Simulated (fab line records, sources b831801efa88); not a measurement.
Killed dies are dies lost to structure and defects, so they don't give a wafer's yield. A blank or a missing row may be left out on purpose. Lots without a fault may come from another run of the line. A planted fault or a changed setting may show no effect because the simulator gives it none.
Tool commonality check | flow gf180mcu | 11 lots, 33 wafers sampled

WHY IT WAS OPENED
At GF_HV_LDD_TW_MEAS_23 the reading HV_LDD_2_TW is flagged on 2 of 11 lots. Wafers without a fault read 1057, standard deviation 5.1.
Rule: a lot is flagged when every wafer of it that has a number lies more than 4 standard deviations from that mean, or none has a number. The other lots count as sound.

lot  | measured     | on            | HV_LDD_2_TW, wafer by wafer | flag
L515 | day 10 13:58 | film_metro-04 | 1053 1051 1062              |
L518 | day 11 14:26 | film_metro-04 | 1048 1055 1058              |
L519 | day 11 15:02 | film_metro-01 | 1063 1059 1067              |
L523 | day 13 08:55 | film_metro-01 | 30 30 30                    | FLAGGED
L524 | day 13 23:29 | film_metro-03 | 30 30 30                    | FLAGGED
L531 | day 16 03:13 | film_metro-03 | 1061 1067 1065              |
L530 | day 16 05:50 | film_metro-04 | 1054 1055 1056              |
L532 | day 16 23:26 | film_metro-04 | 1058 1063 1054              |
L534 | day 17 04:53 | film_metro-03 | 1057 1050 1051              |
L537 | day 17 19:08 | film_metro-04 | 1050 1050 1052              |
L536 | day 17 19:48 | film_metro-04 | 1059 1059 1051              |
The numbers of the flagged lots are 30 on average: -1027 against the usual, or -99 or more standard deviations.

WHICH TOOL RAN EACH LOT
The record holds 3 process steps before the reading, out of a route of 602 steps. In each cell: the tool, then ch and the chambers that the sampled wafers went through, then the start.
lot  | flag    | GF_DUAL_GATE_STRIP_13                | GF_HV_LDD_STRIP_10                   | GF_HV_LDD_STRIP_22
L515 |         | plasma_asher-01 ch 0,1, day 8 02:49  | plasma_asher-01 ch 0,1, day 9 20:46  | plasma_asher-01 ch 0,1, day 10 13:52
L518 |         | plasma_asher-01 ch 0,1, day 8 23:18  | plasma_asher-04 ch 0,1, day 10 19:28 | plasma_asher-02 ch 0,1, day 11 14:19
L519 |         | plasma_asher-01 ch 0,1, day 9 03:31  | plasma_asher-04 ch 0,1, day 10 20:24 | plasma_asher-01 ch 0,1, day 11 14:57
L523 | FLAGGED | plasma_asher-02 ch 0,1, day 10 17:44 | plasma_asher-04 ch 0,1, day 12 12:46 | plasma_asher-01 ch 0, day 13 08:49
L524 | FLAGGED | plasma_asher-03 ch 0,1, day 11 06:20 | plasma_asher-01 ch 0,1, day 13 03:01 | plasma_asher-04 ch 0,1, day 13 23:22
L531 |         | plasma_asher-03 ch 0,1, day 13 04:17 | plasma_asher-04 ch 0,1, day 15 05:13 | plasma_asher-01 ch 0,1, day 16 03:07
L530 |         | plasma_asher-03 ch 0, day 13 06:08   | plasma_asher-01 ch 0,1, day 15 07:40 | plasma_asher-02 ch 1, day 16 05:43
L532 |         | plasma_asher-02 ch 0,1, day 13 23:32 | plasma_asher-04 ch 0, day 16 00:43   | plasma_asher-01 ch 0,1, day 16 23:19
L534 |         | plasma_asher-01 ch 0,1, day 14 08:11 | plasma_asher-04 ch 0,1, day 16 06:58 | plasma_asher-01 ch 0,1, day 17 04:46
L537 |         | plasma_asher-03 ch 0,1, day 14 14:11 | plasma_asher-02 ch 0,1, day 16 20:16 | plasma_asher-02 ch 0,1, day 17 19:01
L536 |         | plasma_asher-02 ch 0,1, day 14 17:19 | plasma_asher-01 ch 0,1, day 16 20:30 | plasma_asher-01 ch 0,1, day 17 19:42
What these steps do:
- GF_DUAL_GATE_STRIP_13: strips in O2/N2.
- GF_HV_LDD_STRIP_10: strips in O2/N2.
- GF_HV_LDD_STRIP_22: strips in O2/N2.
- GF_HV_LDD_TW_MEAS_23

FLAGGED OVER TOTAL, TOOL BY TOOL (the gauges that took the reading come last)
step                  | tool            | lots run | flagged | share of the flagged lots | sound lots run after its first flagged lot
GF_DUAL_GATE_STRIP_13 | plasma_asher-01 | 4        | 0       | none                      | -
GF_DUAL_GATE_STRIP_13 | plasma_asher-02 | 3        | 1       | some                      | 2 (L532,L536)
GF_DUAL_GATE_STRIP_13 | plasma_asher-03 | 4        | 1       | some                      | 3 (L531,L530,L537)
GF_HV_LDD_STRIP_10    | plasma_asher-01 | 4        | 1       | some                      | 2 (L530,L536)
GF_HV_LDD_STRIP_10    | plasma_asher-02 | 1        | 0       | none                      | -
GF_HV_LDD_STRIP_10    | plasma_asher-04 | 6        | 1       | some                      | 3 (L531,L532,L534)
GF_HV_LDD_STRIP_22    | plasma_asher-01 | 7        | 1       | some                      | 4 (L531,L532,L534,L536)
GF_HV_LDD_STRIP_22    | plasma_asher-02 | 3        | 0       | none                      | -
GF_HV_LDD_STRIP_22    | plasma_asher-04 | 1        | 1       | some                      | 0
GF_HV_LDD_TW_MEAS_23  | film_metro-01   | 2        | 1       | some                      | 0
GF_HV_LDD_TW_MEAS_23  | film_metro-03   | 3        | 1       | some                      | 2 (L531,L534)
GF_HV_LDD_TW_MEAS_23  | film_metro-04   | 6        | 0       | none                      | -

WHAT THE TABLE ALLOWS
No row of the table ran every flagged lot.

WHAT THE SIMULATOR HAD PUT IN
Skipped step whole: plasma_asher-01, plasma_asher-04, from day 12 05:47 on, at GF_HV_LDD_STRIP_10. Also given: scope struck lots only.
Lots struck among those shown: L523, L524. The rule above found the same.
